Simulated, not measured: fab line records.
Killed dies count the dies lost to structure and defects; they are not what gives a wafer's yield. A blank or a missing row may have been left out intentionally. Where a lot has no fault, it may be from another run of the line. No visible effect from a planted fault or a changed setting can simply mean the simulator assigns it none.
Matching of chambers    flow sky130    SKY_CONTACT_ETCH_16 on rie diel-04: 4 sister chambers
The step etches BARC in N2/H2, stops on SiO2, time 45.9 s, target depth 60 nm. 4 wafers are shown with their chamber, then 11 later ones without.

## EACH WAFER AND ITS CHAMBER
wafer   chamber  rf fwd power W (W)
L078.3  3        495.2
L082.4  2        494.4
L082.5  1        495.4
L087.4  0        492.3

## WAFERS WHOSE CHAMBER IS MISSING
wafer   rf fwd power W (W)
L087.5  495.6
L087.6  490.7
L090.2  494.0
L090.3  492.6
L090.5  493.8
L094.2  496.7
L094.3  496.3
L094.4  493.6
L097.1  499.1
L097.3  490.7
L097.6  491.3

## THE CHAMBER EACH PASSED THROUGH
wafer   from the rows above                in truth
L087.5  can't be placed: 1 or 3 or 2       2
L087.6  can't be placed: 0 or 2 or 3       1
L090.2  can't be placed: 2 or 3 or 1 or 0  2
L090.3  can't be placed: 0 or 2 or 3 or 1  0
L090.5  can't be placed: 2 or 3 or 0 or 1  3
L094.2  can't be placed: 1 or 3 or 2       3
L094.3  can't be placed: 1 or 3 or 2       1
L094.4  can't be placed: 2 or 0 or 3 or 1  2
L097.1  can't be placed: 1 or 3 or 2       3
L097.3  can't be placed: 0 or 2 or 3       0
L097.6  can't be placed: 0 or 2 or 3       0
Correctly placed: 0 of 11. These rows do not allow placing 11 (true chamber among the candidates in 10). 0 placed wrongly.
How it was worked out, from the rows above alone: a wafer's distance from a chamber is the root of the sum, over the readings, of the square of ((its reading less the chamber's mean) divided by the reading's scatter). If the next closest chamber is less than 2 further off than the closest, the wafer can't be placed; otherwise it belongs to the closest. For every chamber, the mean is computed from those of its wafers that are shown. The scatter: with one shown wafer a chamber, the root of the mean of the squares of how far each hidden wafer lies from its nearest shown one.
